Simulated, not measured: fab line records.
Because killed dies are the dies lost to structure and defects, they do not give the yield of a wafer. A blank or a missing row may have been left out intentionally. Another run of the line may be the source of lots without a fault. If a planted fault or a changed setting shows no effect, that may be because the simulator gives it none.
Split-lot trial | flow sky130 | 5 lots, 23 wafers read, on a route of 708 steps

== SPLIT DETAILS ==
At SKY_RES_XHIGH_IMPLANT_07, the setting dose_cm2 was moved away from the recipe's 3.6e+14 on 11 of the 23 wafers read, by -7.4% to +7.4%. All remaining wafers had this setting at the recipe value.

== FROM THE SPLIT TO THE READING: what the file shows between them, 9 steps ==
- SKY_RES_XHIGH_STRIP_08: strips in O2/N2
- SKY_RES_XHIGH_TW_MEAS_09
- SKY_SD_N_EXPOSE_04: exposes mask NSDM, target cd 380 nm (also split here: dose_mj)
- SKY_SD_N_PEB_05
- SKY_SD_N_DEVELOP_06: develop time 60 s
- SKY_SD_N_CD_MEAS_07: target cd 380 nm
- SKY_SD_N_IMPLANT_10 (also split here: energy_kev)
- SKY_SD_N_STRIP_11: strips in O2/N2
- SKY_SD_N_RS_MEAS_17: measures by four-point-probe

== THE READING ==
Measured at SKY_SD_N_RS_MEAS_18 by four-point probe: RES_XHIGH_RS, in ohm/sq. On this fab line, fault-free wafers typically give 333.2 ohm/sq with a standard deviation of 1.2 ohm/sq.

wafer  | tool, chamber at the split | dose_cm2 as run | against the recipe | RES_XHIGH_RS, ohm/sq | against lot-mates on the recipe
L074.1 | implanter-01, 0            | 3.431e+14       | -4.7%              | 347.8                | +15.4
L074.2 | implanter-01, 0            | 3.431e+14       | -4.7%              | 346.6                | +14.2
L074.3 | implanter-01, 0            | 3.6e+14         | recipe             | 332.4                | -
L074.5 | implanter-01, 0            | 3.431e+14       | -4.7%              | 348.3                | +15.9
L074.6 | implanter-01, 0            | 3.6e+14         | recipe             | 332.5                | -
L075.1 | implanter-02, 0            | 3.866e+14       | +7.4%              | 313.8                | -20.1
L075.3 | implanter-02, 0            | 3.866e+14       | +7.4%              | 314.0                | -19.9
L075.4 | implanter-02, 0            | 3.6e+14         | recipe             | 334.0                | -
L075.5 | implanter-02, 0            | 3.866e+14       | +7.4%              | 313.9                | -20.0
L075.6 | implanter-02, 0            | 3.6e+14         | recipe             | 333.7                | -
L077.1 | implanter-02, 0            | 3.476e+14       | -3.4%              | 344.9                | +9.9
L077.2 | implanter-02, 0            | 3.6e+14         | recipe             | 334.9                | -
L077.4 | implanter-02, 0            | 3.6e+14         | recipe             | 335.1                | -
L077.5 | implanter-02, 0            | 3.476e+14       | -3.4%              | 345.1                | +10.1
L077.6 | implanter-02, 0            | 3.476e+14       | -3.4%              | 345.6                | +10.6
L081.1 | implanter-04, 0            | 3.6e+14         | recipe             | 333.3                | -
L081.3 | implanter-04, 0            | 3.6e+14         | recipe             | 334.2                | -
L081.4 | implanter-04, 0            | 3.6e+14         | recipe             | 333.9                | -
L085.1 | implanter-02, 0            | 3.6e+14         | recipe             | 334.4                | -
L085.2 | implanter-02, 0            | 3.334e+14       | -7.4%              | 355.6                | +22.2
L085.3 | implanter-02, 0            | 3.6e+14         | recipe             | 332.4                | -
L085.4 | implanter-02, 0            | 3.334e+14       | -7.4%              | 354.8                | +21.4
L085.5 | implanter-02, 0            | 3.6e+14         | recipe             | 333.5                | -

FIT RESULTS
A straight line over all 23 wafers: RES_XHIGH_RS changes by -2.84 ohm/sq for each +1% of dose_cm2; r = -1.00; the points scatter about the line by 0.98 ohm/sq.
The same after taking each lot's own level away (the mean of its wafers on the recipe; 23 wafers): -2.87 ohm/sq for each +1%; r = -1.00; scatter 0.8 ohm/sq.
The reading moves by 21 ohm/sq for the largest change in dose_cm2, on that fit.
The span of the lots' own levels, 332.45 to 335.00 ohm/sq, comes to 2.1 times the standard deviation stated above.
The two slopes agree, so the slope changes little with the lot-to-lot level.
Check: with one of the wafers moved furthest among these (+7.4%) left out of the fit, the line predicts -20.9 ohm/sq for it against its lot-mates. Against them it came out at -20.1 ohm/sq.

== THESE WAFERS: OTHER SPLITS ==
These wafers also went through other splits before the reading. Each is held against what the fit with the lots' levels taken away leaves over:
other split on the same wafers     | wafers away from the commonest value | r with RES_XHIGH_RS (lot level and that fit taken away)
SKY_SD_P_DEVELOP_06 develop_time_s | 6                                    | +0.41
SKY_SD_P_IMPLANT_09 dose_cm2       | 12                                   | -0.21
SKY_SD_N_EXPOSE_04 dose_mj         | 9                                    | -0.17
SKY_SD_N_IMPLANT_10 energy_kev     | 7                                    | +0.09

== THE WHOLE CHAIN: every reading that the file lists as answering this split, in the file's order ==
step                     | what it does                 | reading      | change (the file's fit)           | r (the file's)
SKY_RES_XHIGH_TW_MEAS_09 |                              | RES_XHIGH_TW | +4.94 for each +1% of the setting | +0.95
SKY_SD_N_RS_MEAS_18      | measures by four-point-probe | RES_XHIGH_RS | -2.89 for each +1% of the setting | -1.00

== THE FILE'S OWN FIT ==
RES_XHIGH_RS changes by -2.89 ohm/sq for each +1% of dose_cm2, r = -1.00.
